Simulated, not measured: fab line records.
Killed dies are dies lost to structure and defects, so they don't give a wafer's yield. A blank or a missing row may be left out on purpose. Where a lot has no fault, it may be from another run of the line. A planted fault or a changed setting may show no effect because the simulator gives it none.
One fault through the eyes of 2 desks + flow sfq line + numbers are kept per desk, each desk with only its own; the story behind them comes last

== DESK OF THE TOOL OWNER: rie diel-04 ==
The tool's own readings at SFQ_TRILAYER_I4_VIA_BARC_OPEN_VIA_ETCH_146 (etches BARC in O2, target depth 125 nm, time 41.7 s): means of the sampled wafers that have a number, for each lot that ran on this tool. A lot is out of limits, marked OUT, if its mean lies more than 4 standard deviations from the usual mean; the brackets give that distance.
Columns: A = drypump motor current A at SFQ_TRILAYER_I4_VIA_BARC_OPEN_VIA_ETCH_146, usual 5.5 A; B = oes product au at SFQ_TRILAYER_I4_VIA_BARC_OPEN_VIA_ETCH_146, usual 0.685 a.u.; C = run length s at SFQ_TRILAYER_I4_VIA_BARC_OPEN_VIA_ETCH_146, usual 70.2 s
| lot  | first seen here | A   | B     | C    |
|------|-----------------|-----|-------|------|
| L272 | day 59 15:20    | 5.1 | 0.684 | 69.7 |
| L274 | day 60 15:20    | 5.5 | 0.687 | 69.7 |
| L275 | day 60 20:15    | 5.1 | 0.686 | 69.8 |
| L276 | day 61 02:15    | 5.5 | 0.690 | 69.8 |
| L279 | day 64 00:06    | 5.6 | 0.684 | 70.0 |
| L280 | day 64 03:42    | 5.3 | 0.688 | 70.0 |
| L287 | day 65 18:14    | 5.5 | 0.675 | 71.7 |
Finding of this desk: none of the 7 lots has anything out of limits.

== METROLOGY DESK ==
What the gauges read, lot by lot, whatever tool the lot ran on: means of the sampled wafers that have a number. A lot is out of limits, marked OUT, if its mean lies more than 4 standard deviations from the usual mean; the brackets give that distance.
Columns: A = M6_NB_RS at SFQ_M6_RS_MEAS_938, usual 0.893 ohm/sq
| lot  | first seen here | A     |
|------|-----------------|-------|
| L272 | day 69 17:42    | 0.891 |
| L273 | day 69 20:06    | 0.897 |
| L274 | day 69 22:38    | 0.874 |
| L275 | day 70 15:37    | 0.897 |
| L276 | day 70 20:24    | 0.877 |
| L277 | day 71 12:31    | 0.896 |
| L279 | day 73 23:02    | 0.912 |
| L280 | day 74 01:25    | 0.886 |
| L281 | day 74 08:37    | 0.901 |
| L287 | day 79 18:58    | 0.891 |
| L291 | day 80 09:20    | 0.891 |
| L292 | day 80 11:46    | 0.881 |
| L294 | day 80 20:08    | 0.906 |
Finding of this desk: none of the 13 lots has anything out of limits.

== TAKEN TOGETHER ==
The tool owner's desk saw nothing out of limits.
Nothing out of limits was seen by the metrology desk.

== WHAT HAD BEEN PUT IN BY THE SIMULATOR ==
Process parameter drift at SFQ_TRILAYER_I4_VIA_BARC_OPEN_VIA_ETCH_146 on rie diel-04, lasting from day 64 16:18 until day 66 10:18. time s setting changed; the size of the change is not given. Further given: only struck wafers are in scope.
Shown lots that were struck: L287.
